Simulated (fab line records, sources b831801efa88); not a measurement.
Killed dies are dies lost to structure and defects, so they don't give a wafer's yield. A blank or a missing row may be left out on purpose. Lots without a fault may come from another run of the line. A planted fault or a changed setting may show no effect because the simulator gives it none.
One fault seen from 2 desks | flow gf180mcu | each desk has only its own numbers; what lay behind them comes last

THE METROLOGY DESK
What the gauges read, lot by lot, whatever tool the lot ran on: means of the sampled wafers that have a number. A lot is out of limits, marked OUT, if its mean lies more than 4 standard deviations from the usual mean; the brackets give that distance.
Columns: A = M4_ALCU_RS at GF_M4_RS_MEAS_05, usual 0.0695 ohm/sq; B = cd_nm at GF_V4_CD_MEAS_14, usual 259.2 nm
lot  | first seen here | A      | B
L846 | day 22 16:41    | 0.0691 | 261.0
L845 | day 22 21:41    | 0.0686 | 260.3
L848 | day 23 14:43    | 0.0711 | 259.3
L849 | day 23 16:17    | 0.0699 | 259.1
L850 | day 24 03:49    | 0.0696 | 258.2
L851 | day 24 10:28    | 0.0697 | 259.5
L852 | day 24 20:38    | 0.0696 | 258.2
L853 | day 25 04:42    | 0.0692 | 260.9
L854 | day 25 11:30    | 0.0690 | 260.3
L856 | day 26 04:04    | 0.0690 | 257.9
L857 | day 26 04:24    | 0.0703 | 258.6
L858 | day 27 03:59    | 0.0687 | 258.1
L859 | day 27 07:19    | 0.0690 | -
L860 | day 27 13:20    | 0.0692 | -
This desk's finding: nothing out of limits on any of the 14 lots.

THE TOOL OWNER'S DESK: krf_scanner-01
The tool's own readings at GF_V4_EXPOSE_11 (exposes mask Via4, target cd 260 nm): means of the sampled wafers that have a number, for each lot that ran on this tool. A lot is out of limits, marked OUT, if its mean lies more than 4 standard deviations from the usual mean; the brackets give that distance.
Columns: A = exposure_dose_mJ_cm2 at GF_V4_EXPOSE_11, usual 37.99; B = focus_offset_nm at GF_V4_EXPOSE_11, usual 0.2 nm
lot  | first seen here | A     | B
L845 | day 24 09:10    | 38.01 | 0.3
L851 | day 25 20:14    | 37.98 | 0.1
L852 | day 26 06:08    | 37.99 | 0.5
L853 | day 26 13:32    | 38.02 | 0.0
L854 | day 26 21:06    | 37.98 | 0.3
L858 | day 28 11:28    | 37.96 | -0.3
This desk's finding: nothing out of limits on any of the 6 lots.

PUT TOGETHER
The metrology desk saw nothing out of limits.
The tool owner's desk saw nothing out of limits.

WHAT THE SIMULATOR HAD PUT IN
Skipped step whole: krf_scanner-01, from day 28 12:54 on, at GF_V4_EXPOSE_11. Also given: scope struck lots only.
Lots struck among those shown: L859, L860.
